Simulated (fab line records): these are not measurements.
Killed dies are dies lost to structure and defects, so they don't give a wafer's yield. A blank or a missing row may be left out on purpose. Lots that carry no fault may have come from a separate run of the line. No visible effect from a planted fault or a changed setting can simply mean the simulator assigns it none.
fab line records	flow sky130
record lots=12	wafers=36	last-day=50
route steps=708 shown METAL2@499 VIA2@519 PAD_OPEN@708
lots untouched by any fault: they come from a run of this same line in which no faults occurred
start-h: hours from the record's opening day to when the first of the lot's shown wafers began	wait-h: hours from the lot's prior step to this one	" the same as in the row above	L1.1+2: several wafers, shown together as one row	- either no value or no given start	* or withheld: withheld	< > ~ a bound
route shown NAME@n: names a module that has steps shown in the file, with the first one's number in the route	usual: average and standard deviation across the fault-free wafers	same: alike in all rows	chamber/n: place in a boat	sites: readings site by site	_std_site: the values' standard deviation	_edge_site: the outer-site mean with the inner-site mean subtracted	radius-mm: how far each site lies from the wafer's centre	mask NAME#n: copy n	behind: the last tool/chamber to shape the wafer	hold: cause of the lot's hold/its duration in hours/its outcome	device: which transistor (n, p or np) failed to switch	end of line: the route-end tests of the same wafers	a step without rows: its recipe alone	killed: count of dies lost to structure and defects at first sort (not the wafer's yield)	map: a wafer's dies, x killed, . not, _ none there
set.NAME: the setting that was run; set.NAME@STEP: the one run at that earlier step	model.NAME: the simulator's own value behind a step, which no gauge read
one table for each step of the route and one row for each wafer, over a sample of lots
services: from which hour (start-h, from the record's first day; less than 0 if before it) a tool's chamber was out of use, for how many hours, and why
## steps
# step SKY_METAL2_OVL_MEAS_16
# usual METAL2_OVL=0/5.5
lot.wafer	tool	chamber	start-h	wait-h	METAL2_OVL[nm]
L191.1	overlay-02	-	809.62	0.1	-8
L191.3	"	-	"	"	-1
L191.5	"	-	"	"	1
L192.3	overlay-01	-	839.12	0.1	2
L192.4	"	-	"	"	0
L192.5	"	-	"	"	-4
L195.3	overlay-02	-	877.87	0.1	-11
L195.4	"	-	"	"	-10
L195.6	"	-	"	"	-12
L196.1	overlay-01	-	879.16	0.1	7
L196.3	"	-	"	"	4
L196.5	"	-	"	"	1
L198.1	overlay-01	-	881.46	0.1	7
L198.4	"	-	"	"	1
L198.6	"	-	"	"	-4
L197.1	overlay-01	-	882.32	0.1	-3
L197.2	"	-	"	"	-3
L197.6	"	-	"	"	0
L200.1	overlay-01	-	883.76	0.1	10
L200.2	"	-	"	"	5
L200.6	"	-	"	"	8
L202.1	overlay-02	-	902.97	0.1	0
L202.2	"	-	"	"	3
L202.6	"	-	"	"	11
L205.2	overlay-02	-	929.01	0.1	2
L205.3	"	-	"	"	-9
L205.5	"	-	"	"	1
L209.3	overlay-01	-	965.27	0.1	-1
L209.4	"	-	"	"	-1
L209.6	"	-	"	"	-4
L210.2	overlay-01	-	970.92	0.1	-3
L210.4	"	-	"	"	-1
L210.5	"	-	"	"	6
L213.3	overlay-01	-	980.58	0.1	-3
L213.4	"	-	"	"	-4
L213.5	"	-	"	"	-2
# step SKY_VIA2_CD_MEAS_12
# recipe target-cd-nm=200
# usual cd-nm=200.2/1.2
lot.wafer	tool	chamber	start-h	wait-h	cd-nm
L191.1	cd-sem-02	-	837.14	-	199.4
L191.3	"	-	"	"	198.5
L191.5	"	-	"	"	199.7
L192.3	cd-sem-01	-	866.03	-	198.8
L192.4	"	-	"	"	197.2
L192.5	"	-	"	"	197.5
L195.3	cd-sem-02	-	904.27	-	199.7
L195.4	"	-	"	"	198.6
L195.6	"	-	"	"	200.9
L196.1	cd-sem-02	-	905.89	-	200.6
L196.3	"	-	"	"	200.5
L196.5	"	-	"	"	199.8
L198.1	cd-sem-02	-	907.79	-	200.2
L198.4	"	-	"	"	200.4
L198.6	"	-	"	"	200.5
L197.1	cd-sem-02	-	908.53	-	199.8
L197.2	"	-	"	"	200.2
L197.6	"	-	"	"	200.9
L200.1	cd-sem-02	-	910.39	-	199.7
L200.2	"	-	"	"	198.7
L200.6	"	-	"	"	199.8
L202.1	cd-sem-01	-	929.89	-	201.2
L202.2	"	-	"	"	200.4
L202.6	"	-	"	"	201.1
L205.2	cd-sem-02	-	955.21	-	202.2
L205.3	"	-	"	"	201.0
L205.5	"	-	"	"	201.6
L209.3	cd-sem-02	-	989.93	-	200.7
L209.4	"	-	"	"	199.4
L209.6	"	-	"	"	201.8
L210.2	cd-sem-01	-	995.55	-	200.3
L210.4	"	-	"	"	198.8
L210.5	"	-	"	"	198.9
L213.3	cd-sem-02	-	1005.23	-	199.9
L213.4	"	-	"	"	200.4
L213.5	"	-	"	"	199.2
# step SKY_VIA2_OVL_MEAS_13
# usual VIA2_OVL=0/5.7
lot.wafer	tool	chamber	start-h	wait-h	VIA2_OVL[nm]
L191.1	overlay-01	-	837.26	0.1	4
L191.3	"	-	"	"	4
L191.5	"	-	"	"	6
L192.3	overlay-02	-	866.12	0.1	6
L192.4	"	-	"	"	5
L192.5	"	-	"	"	1
L195.3	overlay-02	-	904.36	0.1	7
L195.4	"	-	"	"	-13
L195.6	"	-	"	"	1
L196.1	overlay-01	-	906.01	0.1	3
L196.3	"	-	"	"	13
L196.5	"	-	"	"	9
L198.1	overlay-01	-	907.91	0.1	7
L198.4	"	-	"	"	6
L198.6	"	-	"	"	0
L197.1	overlay-01	-	908.65	0.1	-8
L197.2	"	-	"	"	6
L197.6	"	-	"	"	2
L200.1	overlay-01	-	910.51	0.1	-8
L200.2	"	-	"	"	-7
L200.6	"	-	"	"	-7
L202.1	overlay-01	-	930.01	0.1	0
L202.2	"	-	"	"	-2
L202.6	"	-	"	"	1
L205.2	overlay-01	-	955.31	0.1	0
L205.3	"	-	"	"	-1
L205.5	"	-	"	"	-3
L209.3	overlay-02	-	990.02	0.1	6
L209.4	"	-	"	"	-11
L209.6	"	-	"	"	-9
L210.2	overlay-02	-	995.66	0.1	-10
L210.4	"	-	"	"	-9
L210.5	"	-	"	"	-3
L213.3	overlay-02	-	1005.32	0.1	-10
L213.4	"	-	"	"	-3
L213.5	"	-	"	"	-3
# step SKY_VIA2_ETCH_14
# recipe chemistry=N2/H2	target=BARC	ion-energy-ev=200	source-w=500	bias-w=100	pressure-mtorr=30	n2-flow-sccm=100	h2-flow-sccm=200	stop-on=SiO2	time-s=45.9	target-depth-a=600
# usual bias-w=100.0/0.31	drypump-motor-current-A=5.6/0.43	oes-product-au=0.854/0.0045	rf-fwd-power-W=494.8/1.9	throttle-valve-pct=13.225/0.0091
lot.wafer	tool	chamber	start-h	wait-h	bias-w	drypump-motor-current-A	oes-product-au	rf-fwd-power-W	rf-hours-counter-h	throttle-valve-pct
L191.1	rie-diel-04	3	837.30	0.0	100.1	5.3	0.861	495.5	26	13.235
L191.3	"	0	"	"	100.1	5.3	0.853	493.6	24	13.208
L191.5	"	0	"	"	99.3	5.3	0.854	494.4	-	13.238
L192.3	rie-diel-03	1	866.15	0.0	99.9	5.3	0.858	494.3	2	13.226
L192.4	"	1	"	"	99.9	5.3	0.849	494.1	-	13.219
L192.5	"	2	"	"	100.0	4.8	0.858	496.1	-	13.226
L195.3	rie-diel-02	2	904.38	0.0	100.5	5.6	0.851	497.4	15	13.223
L195.4	"	1	"	"	100.0	6.3	0.856	496.1	12	13.223
L195.6	"	0	"	"	99.5	6.2	0.864	495.6	-	13.237
L196.1	rie-diel-04	2	906.05	0.0	100.1	5.3	0.850	498.3	5	13.202
L196.3	"	0	"	"	100.1	5.3	0.857	494.7	26	13.243
L196.5	"	0	"	"	99.7	5.3	0.857	492.6	-	13.215
L198.1	rie-diel-03	0	907.95	0.0	100.3	5.4	0.860	497.5	1	13.203
L198.4	"	1	"	"	100.0	5.3	0.869	494.5	-	13.230
L198.6	"	2	"	"	99.9	4.7	0.862	494.0	-	13.228
L197.1	rie-diel-02	1	908.68	0.0	100.2	6.3	0.858	495.7	12	13.232
L197.2	"	2	"	"	99.9	5.6	0.860	497.3	16	13.215
L197.6	"	0	"	"	100.1	6.2	0.852	494.2	-	13.229
L200.1	rie-diel-03	2	910.54	0.0	100.3	4.7	0.849	492.4	6	13.237
L200.2	"	0	"	"	100.4	5.4	0.848	498.3	1	13.211
L200.6	"	0	"	"	100.4	5.4	0.859	498.9	-	13.234
L202.1	rie-diel-03	0	930.04	0.0	99.3	5.5	0.847	496.9	2	13.222
L202.2	"	2	"	"	99.9	4.7	0.857	496.6	7	13.218
L202.6	"	1	"	"	94.6	5.4	0.851	494.1	-	13.217
L205.2	rie-diel-03	0	955.34	0.0	100.3	5.5	0.854	495.2	3	13.239
L205.3	"	3	"	"	100.2	5.5	0.861	498.8	10	13.226
L205.5	"	1	"	"	94.5	5.4	0.851	495.0	-	13.237
L209.3	rie-diel-02	1	990.05	0.0	100.1	6.3	0.854	495.6	14	13.221
L209.4	"	2	"	"	100.4	5.7	0.849	495.2	18	13.233
L209.6	"	1	"	"	99.9	6.3	0.856	495.3	-	13.214
L210.2	rie-diel-04	2	995.69	0.0	100.5	5.3	0.857	497.3	8	13.230
L210.4	"	1	"	"	100.2	5.5	0.861	492.0	-	13.216
L210.5	"	2	"	"	99.8	5.3	0.848	496.4	-	13.221
L213.3	rie-diel-02	0	1005.34	0.0	100.5	6.2	0.852	495.4	10	13.227
L213.4	"	0	"	"	100.9	6.2	0.852	491.4	-	13.233
L213.5	"	2	"	"	100.2	5.7	0.855	497.7	-	13.234
# step SKY_PAD_OPEN_PROBE_99
# usual defect-limited-yield=82.3/2.1	killed_at_M0_to_M3=43/7.4	killed_at_M4_up=3.1/1.8	killed-at-contacts=26/5.6	killed-at-front-end=15/4.9	killed-at-other=0.2/0.44	killed-dies=87/10	killed-open=48/7.6	killed-short=39/6.2	sort_bin_3_pad_short=0.9/0.43	sort_bin_5_function=10.5/1.5	sort_bin_6_memory=6.3/1.2	sort-n-pass=405/10	sort-yield-pct=82.3/2.1
# same gross-dies=492	killed-at-back-side=0	sort_bin_4_leakage[%]=0	sort_bin_8_speed[%]=0
lot.wafer	tool	chamber	start-h	wait-h	defect-limited-yield[%]	killed_at_M0_to_M3	killed_at_M4_up	killed-at-contacts	killed-at-front-end	killed-at-other	killed-dies	killed-open	killed-short	sort_bin_3_pad_short[%]	sort_bin_5_function[%]	sort_bin_6_memory[%]	sort-n-pass	sort-yield-pct[%]
L191.1	prober-01	-	1063.81	0.1	79.7	41	5	34	20	0	100	59	41	0.8	12.4	7.1	392	79.7
L191.3	prober-01	-	1063.91	0.2	79.7	47	5	25	23	0	100	58	42	1.2	12.6	6.5	392	79.7
L191.5	prober-01	-	1064.01	0.2	80.5	42	2	35	16	1	96	53	43	1.4	13.0	5.1	396	80.5
L192.3	prober-01	-	1087.11	0.2	78.0	60	5	23	20	0	108	52	56	1.0	11.2	9.8	384	78.0
L192.4	prober-01	-	1087.16	0.2	81.5	51	1	27	12	0	91	51	39	1.0	11.2	6.3	401	81.5
L192.5	prober-01	-	1087.21	0.2	81.7	42	0	24	24	0	90	46	44	1.2	9.6	7.5	402	81.7
L195.3	prober-02	-	1121.16	0.2	79.5	54	2	26	19	0	101	55	45	0.6	12.8	7.1	391	79.5
L195.4	prober-02	-	1121.21	0.2	84.8	42	2	22	9	0	75	43	31	0.6	8.9	5.7	417	84.8
L195.6	prober-02	-	1121.31	0.2	82.3	41	1	25	20	0	87	49	38	0.8	10.4	6.5	405	82.3
L196.1	prober-01	-	1121.85	0.1	80.9	30	2	30	32	0	94	57	35	0.2	11.6	7.3	398	80.9
L196.3	prober-01	-	1121.95	0.2	81.9	40	3	19	27	0	89	46	41	1.4	11.4	5.3	403	81.9
L196.5	prober-01	-	1122.05	0.2	84.1	30	1	31	15	1	78	42	35	0.6	9.1	6.1	414	84.1
L198.1	prober-02	-	1122.56	0.1	81.9	32	6	31	20	0	89	46	43	1.2	8.9	7.9	403	81.9
L198.4	prober-02	-	1122.71	0.2	85.2	30	2	23	17	1	73	35	37	1.0	10.0	3.9	419	85.2
L198.6	prober-02	-	1122.81	0.2	82.7	48	3	15	19	0	85	43	42	0.6	11.0	5.7	407	82.7
L197.1	prober-02	-	1123.48	0.1	82.9	45	3	21	15	0	84	42	42	0.6	9.3	7.1	408	82.9
L197.2	prober-02	-	1123.53	0.1	81.3	54	1	30	7	0	92	44	48	0.6	12.4	5.7	400	81.3
L197.6	prober-02	-	1123.73	0.2	85.4	33	2	21	16	0	72	32	40	1.2	9.1	4.3	420	85.4
L200.1	prober-01	-	1125.57	0.1	83.7	42	4	23	11	0	80	41	39	1.0	9.3	5.9	412	83.7
L200.2	prober-01	-	1125.62	0.1	82.5	45	6	24	11	0	86	46	40	0.8	10.0	6.7	406	82.5
L200.6	prober-01	-	1125.82	0.2	86.2	38	1	20	9	0	68	34	34	0.2	8.1	5.5	424	86.2
L202.1	prober-02	-	1141.47	0.1	81.7	48	3	26	13	0	90	56	33	0.6	11.8	5.9	402	81.7
L202.2	prober-02	-	1141.52	0.1	80.3	45	3	37	12	0	97	58	38	1.0	13.0	5.7	395	80.3
L202.6	prober-02	-	1141.72	0.2	79.7	57	2	26	15	0	100	62	36	1.0	10.4	8.9	392	79.7
L205.2	prober-01	-	1159.05	0.1	81.9	44	6	24	15	0	89	41	48	1.2	10.0	6.9	403	81.9
L205.3	prober-01	-	1159.10	0.2	81.5	44	2	25	20	0	91	48	43	1.0	10.2	7.3	401	81.5
L205.5	prober-01	-	1159.20	0.2	83.5	39	3	26	13	0	81	47	34	0.6	11.0	4.9	411	83.5
L209.3	prober-01	-	1184.20	0.2	83.5	31	1	22	27	0	81	41	39	1.0	8.7	6.7	411	83.5
L209.4	prober-01	-	1184.25	0.2	81.9	37	3	35	14	0	89	57	30	1.2	10.6	6.3	403	81.9
L209.6	prober-01	-	1184.35	0.2	80.5	49	2	25	20	0	96	59	36	0.2	12.4	6.9	396	80.5
L210.2	prober-02	-	1188.43	0.1	82.9	44	2	24	14	0	84	47	37	0.6	11.8	4.7	408	82.9
L210.4	prober-02	-	1188.53	0.2	81.3	42	7	19	24	0	92	55	37	1.0	11.8	5.9	400	81.3
L210.5	prober-02	-	1188.58	0.2	83.7	47	0	22	11	0	80	44	36	1.6	9.6	5.1	412	83.7
L213.3	prober-02	-	1194.77	0.2	85.0	41	4	20	9	0	74	43	31	0.4	8.1	6.5	418	85.0
L213.4	prober-02	-	1194.82	0.2	86.2	35	1	17	15	0	68	40	28	0.2	8.9	4.7	424	86.2
L213.5	prober-02	-	1194.87	0.2	83.9	50	1	14	14	0	79	39	40	0.2	9.3	6.5	413	83.9
# killed by level:class
L191.1 CONTACT:geometric-particle:open=24 VIA1:geometric-particle:short=7 POLY_GATE:geometric-particle:short=6 VIA2:geometric-particle:open=6 METAL2:geometric-particle:short=6 VIA3:geometric-particle:open=4 SPACER:geometric-particle:open=4 CONTACT:geometric-particle:short=4
L191.3 VIA1:geometric-particle:open=11 CONTACT:geometric-particle:open=10 VIA3:geometric-particle:open=9 LI_CONTACT:geometric-particle:open=7 FIELD_ISO:geometric-particle:short=6 FIELD_ISO:geometric-particle:open=6 VIA2:geometric-particle:open=6 CONTACT:geometric-particle:short=5
L191.5 CONTACT:geometric-particle:open=15 VIA1:geometric-particle:open=12 LOCAL_INTERCONNECT:geometric-particle:short=7 FIELD_ISO:geometric-particle:short=5 CONTACT:geometric-particle:short=5 VIA3:geometric-particle:open=5 LI_CONTACT:geometric-particle:short=4 VIA1:geometric-particle:short=4
L192.3 VIA2:geometric-particle:open=10 VIA1:geometric-particle:open=10 METAL1:geometric-particle:short=8 VIA1:geometric-particle:short=8 CONTACT:geometric-particle:open=7 METAL2:geometric-particle:short=7 VIA3:geometric-particle:open=7 POLY_GATE:geometric-particle:short=6
L192.4 LI_CONTACT:geometric-particle:open=12 CONTACT:geometric-particle:open=10 FIELD_ISO:geometric-particle:open=7 METAL2:geometric-particle:short=7 METAL1:geometric-particle:short=6 VIA3:geometric-particle:open=6 VIA1:geometric-particle:open=5 VIA1:geometric-particle:short=5
L192.5 CONTACT:geometric-particle:open=11 FIELD_ISO:geometric-particle:short=8 VIA1:geometric-particle:open=8 VIA1:geometric-particle:short=7 METAL1:geometric-particle:short=7 LI_CONTACT:geometric-particle:open=6 POLY_GATE:geometric-particle:short=5 POLY_GATE:geometric-particle:open=4
L195.3 VIA1:geometric-particle:open=13 VIA2:geometric-particle:open=9 CONTACT:geometric-particle:open=8 VIA3:geometric-particle:open=7 METAL1:geometric-particle:short=7 FIELD_ISO:geometric-particle:short=6 LI_CONTACT:geometric-particle:open=6 CONTACT:geometric-particle:short=6
L195.4 VIA1:geometric-particle:open=10 CONTACT:geometric-particle:open=9 VIA2:geometric-particle:open=8 LI_CONTACT:geometric-particle:open=6 METAL1:geometric-particle:short=4 LOCAL_INTERCONNECT:geometric-particle:short=4 VIA3:geometric-particle:open=4 VIA2:geometric-particle:short=4
L195.6 CONTACT:geometric-particle:open=11 FIELD_ISO:geometric-particle:short=9 VIA1:geometric-particle:open=9 VIA2:geometric-particle:open=9 LI_CONTACT:geometric-particle:open=7 METAL1:geometric-particle:short=6 VIA1:geometric-particle:short=5 CONTACT:geometric-particle:short=4
L196.1 CONTACT:geometric-particle:open=14 FIELD_ISO:geometric-particle:open=10 VIA2:geometric-particle:open=8 LOCAL_INTERCONNECT:geometric-particle:short=7 POLY_GATE:geometric-particle:open=5 VIA3:geometric-particle:open=5 FIELD_ISO:geometric-particle:short=4 POLY_GATE:geometric-particle:short=4
L196.3 VIA2:geometric-particle:open=8 FIELD_ISO:geometric-particle:open=6 LI_CONTACT:geometric-particle:open=6 VIA1:geometric-particle:open=6 METAL2:geometric-particle:short=6 FIELD_ISO:geometric-particle:short=5 POLY_GATE:geometric-particle:open=5 CONTACT:geometric-particle:open=5
L196.5 CONTACT:geometric-particle:open=12 LI_CONTACT:geometric-particle:open=11 FIELD_ISO:geometric-particle:short=9 VIA2:geometric-particle:open=7 CONTACT:geometric-particle:short=5 METAL2:geometric-particle:short=5 VIA2:geometric-particle:short=3 VIA1:geometric-particle:open=3
L198.1 CONTACT:geometric-particle:open=12 POLY_GATE:geometric-particle:short=7 LI_CONTACT:geometric-particle:open=7 VIA1:geometric-particle:open=7 FIELD_ISO:geometric-particle:short=5 LOCAL_INTERCONNECT:geometric-particle:short=5 VIA2:geometric-particle:open=5 METAL4:geometric-particle:short=5
L198.4 LI_CONTACT:geometric-particle:open=8 VIA1:geometric-particle:short=7 VIA1:geometric-particle:open=7 VIA3:geometric-particle:open=7 LOCAL_INTERCONNECT:geometric-particle:short=5 CONTACT:geometric-particle:short=5 FIELD_ISO:geometric-particle:short=4 CONTACT:geometric-particle:open=4
L198.6 VIA1:geometric-particle:open=10 VIA2:geometric-particle:open=9 VIA3:geometric-particle:open=8 FIELD_ISO:geometric-particle:short=7 VIA1:geometric-particle:short=7 CONTACT:geometric-particle:open=7 LOCAL_INTERCONNECT:geometric-particle:short=4 VIA3:geometric-particle:short=4
L197.1 METAL1:geometric-particle:short=11 CONTACT:geometric-particle:open=10 VIA3:geometric-particle:open=7 POLY_GATE:geometric-particle:short=6 VIA1:geometric-particle:open=6 FIELD_ISO:geometric-particle:open=4 LI_CONTACT:geometric-particle:open=4 VIA2:geometric-particle:short=3
L197.2 CONTACT:geometric-particle:open=10 VIA1:geometric-particle:open=9 METAL1:geometric-particle:short=8 LOCAL_INTERCONNECT:geometric-particle:short=8 VIA2:geometric-particle:open=7 CONTACT:geometric-particle:short=6 VIA3:geometric-particle:short=5 METAL3:geometric-particle:short=5
L197.6 FIELD_ISO:geometric-particle:short=7 METAL2:geometric-particle:short=6 LI_CONTACT:geometric-particle:open=6 CONTACT:geometric-particle:open=6 VIA2:geometric-particle:open=4 LOCAL_INTERCONNECT:geometric-particle:short=4 VIA1:geometric-particle:open=4 VIA1:geometric-particle:short=4
L200.1 METAL1:geometric-particle:short=8 VIA2:geometric-particle:open=7 VIA1:geometric-particle:open=7 METAL2:geometric-particle:short=7 CONTACT:geometric-particle:open=6 LI_CONTACT:geometric-particle:open=5 FIELD_ISO:geometric-particle:open=4 LI_CONTACT:geometric-particle:short=4
L200.2 LI_CONTACT:geometric-particle:open=8 VIA1:geometric-particle:open=8 CONTACT:geometric-particle:open=7 VIA3:geometric-particle:open=6 CONTACT:geometric-particle:short=5 VIA1:geometric-particle:short=5 METAL2:geometric-particle:short=5 VIA2:geometric-particle:short=5
L200.6 VIA1:geometric-particle:open=12 CONTACT:geometric-particle:open=8 CONTACT:geometric-particle:short=6 VIA3:geometric-particle:open=6 VIA1:geometric-particle:short=6 LOCAL_INTERCONNECT:geometric-particle:short=4 SPACER:geometric-particle:short=3 METAL2:geometric-particle:short=3
L202.1 VIA1:geometric-particle:open=17 LI_CONTACT:geometric-particle:open=14 VIA3:geometric-particle:open=7 POLY_GATE:geometric-particle:open=5 METAL2:geometric-particle:short=5 VIA2:geometric-particle:short=5 VIA2:geometric-particle:open=4 LOCAL_INTERCONNECT:geometric-particle:short=3
L202.2 CONTACT:geometric-particle:open=13 VIA1:geometric-particle:open=11 LI_CONTACT:geometric-particle:open=8 VIA3:geometric-particle:open=8 LOCAL_INTERCONNECT:geometric-particle:short=6 VIA2:geometric-particle:open=6 CONTACT:geometric-particle:short=6 POLY_GATE:geometric-particle:short=5
L202.6 VIA1:geometric-particle:open=14 CONTACT:geometric-particle:open=10 VIA3:geometric-particle:open=9 VIA2:geometric-particle:open=8 FIELD_ISO:geometric-particle:open=5 LI_CONTACT:geometric-particle:open=5 METAL1:geometric-particle:short=5 METAL2:geometric-particle:short=5
L205.2 CONTACT:geometric-particle:open=10 METAL2:geometric-particle:short=9 VIA1:geometric-particle:open=7 VIA2:geometric-particle:open=7 VIA3:geometric-particle:short=5 LI_CONTACT:geometric-particle:open=5 VIA3:geometric-particle:open=5 METAL4:geometric-particle:short=5
L205.3 VIA3:geometric-particle:open=11 FIELD_ISO:geometric-particle:open=7 CONTACT:geometric-particle:open=7 VIA1:geometric-particle:open=7 FIELD_ISO:geometric-particle:short=6 LOCAL_INTERCONNECT:geometric-particle:short=6 METAL2:geometric-particle:short=6 LI_CONTACT:geometric-particle:short=5
L205.5 CONTACT:geometric-particle:open=13 VIA2:geometric-particle:open=8 VIA1:geometric-particle:open=6 LI_CONTACT:geometric-particle:open=5 CONTACT:geometric-particle:short=5 METAL2:geometric-particle:short=5 VIA3:geometric-particle:short=4 FIELD_ISO:geometric-particle:short=3
L209.3 POLY_GATE:geometric-particle:open=10 LI_CONTACT:geometric-particle:open=7 CONTACT:geometric-particle:open=7 METAL2:geometric-particle:short=7 VIA1:geometric-particle:short=5 VIA1:geometric-particle:open=5 FIELD_ISO:geometric-particle:open=4 POLY_GATE:geometric-particle:short=4
L209.4 CONTACT:geometric-particle:open=16 LI_CONTACT:geometric-particle:open=11 VIA1:geometric-particle:open=11 VIA3:geometric-particle:open=7 METAL2:geometric-particle:short=6 VIA1:geometric-particle:short=5 CONTACT:geometric-particle:short=4 FIELD_ISO:geometric-particle:short=3
L209.6 CONTACT:geometric-particle:open=14 VIA1:geometric-particle:open=14 METAL1:geometric-particle:short=7 VIA2:geometric-particle:open=7 FIELD_ISO:geometric-particle:short=5 FIELD_ISO:geometric-particle:open=5 POLY_GATE:geometric-particle:open=5 METAL1:geometric-particle:open=4
L210.2 VIA1:geometric-particle:open=9 LI_CONTACT:geometric-particle:open=7 CONTACT:geometric-particle:open=7 METAL2:geometric-particle:short=7 CONTACT:geometric-particle:short=6 METAL1:geometric-particle:open=6 VIA2:geometric-particle:open=6 FIELD_ISO:geometric-particle:short=5
L210.4 FIELD_ISO:geometric-particle:open=10 VIA2:geometric-particle:open=10 METAL2:geometric-particle:short=9 LI_CONTACT:geometric-particle:open=8 CONTACT:geometric-particle:open=7 VIA3:geometric-particle:open=7 METAL4:geometric-particle:short=5 VIA1:geometric-particle:open=5
L210.5 VIA1:geometric-particle:open=11 VIA3:geometric-particle:open=10 METAL1:geometric-particle:short=9 CONTACT:geometric-particle:open=7 LI_CONTACT:geometric-particle:open=6 METAL2:geometric-particle:short=5 POLY_GATE:geometric-particle:short=4 CONTACT:geometric-particle:short=4
L213.3 VIA1:geometric-particle:open=9 LI_CONTACT:geometric-particle:open=7 VIA2:geometric-particle:open=7 CONTACT:geometric-particle:open=6 METAL2:geometric-particle:short=6 METAL1:geometric-particle:short=5 VIA1:geometric-particle:short=5 POLY_GATE:geometric-particle:open=4
L213.4 VIA2:geometric-particle:open=8 VIA1:geometric-particle:open=7 LI_CONTACT:geometric-particle:open=5 LOCAL_INTERCONNECT:geometric-particle:short=5 METAL1:geometric-particle:short=4 VIA3:geometric-particle:open=4 FIELD_ISO:geometric-particle:open=3 POLY_GATE:geometric-particle:short=3
L213.5 VIA3:geometric-particle:open=10 VIA3:geometric-particle:short=7 VIA2:geometric-particle:short=7 LI_CONTACT:geometric-particle:open=6 METAL1:geometric-particle:short=6 VIA1:geometric-particle:open=6 METAL2:geometric-particle:short=6 CONTACT:geometric-particle:open=5
## services
tool	chamber	start-h	hours	kind
rie-diel-02	3	819.24	-	clean
rie-diel-02	3	819.24	23.0	scheduled-down
rie-diel-02	3	819.24	23.0	vent-cycle
rie-diel-03	-	827.42	28.1	pm
rie-diel-02	-	843.79	0.2	repair
rie-diel-03	0	863.68	-	clean
rie-diel-03	0	863.68	18.4	scheduled-down
rie-diel-03	0	863.68	18.4	vent-cycle
rie-diel-04	-	872.18	1.1	repair
rie-diel-02	1	872.88	7.9	repair
rie-diel-02	0	873.22	1.4	repair
rie-diel-03	3	878.38	67.6	repair
rie-diel-02	2	887.00	6.0	repair
rie-diel-03	2	895.43	3.3	repair
rie-diel-04	3	902.16	-	clean
rie-diel-04	3	902.16	19.3	scheduled-down
rie-diel-04	3	902.16	19.3	vent-cycle
rie-diel-03	2	903.37	2.9	repair
rie-diel-04	-	904.69	1.0	repair
rie-diel-02	-	945.87	1.1	repair
rie-diel-02	-	955.39	14.6	pm
rie-diel-04	0	977.37	-	clean
rie-diel-04	0	977.37	21.6	scheduled-down
rie-diel-02	1	1001.27	4.6	repair
## key
first-sign step=SKY_VIA2_ETCH_14	reading=bias-w	direction=down	sigmas=18	usual=100.0	struck=94.6
effect none on later readings
met-at SKY_VIA2_ETCH_14
struck-lots L202,L205
struck-wafers L202.6,L205.5
not-acting-at SKY_METAL2_OVL_MEAS_16,SKY_VIA2_CD_MEAS_12,SKY_VIA2_OVL_MEAS_13
onset-between 907.95 930.04
fault kind=process-parameter-drift	tool=rie-diel-03	chamber=1	onset-h=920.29	steps=SKY_VIA2_ETCH_14	channel=bias-w	offset=-5.3108	shape=step	end-h=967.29	acts-in=these-recipes-only	stated=100
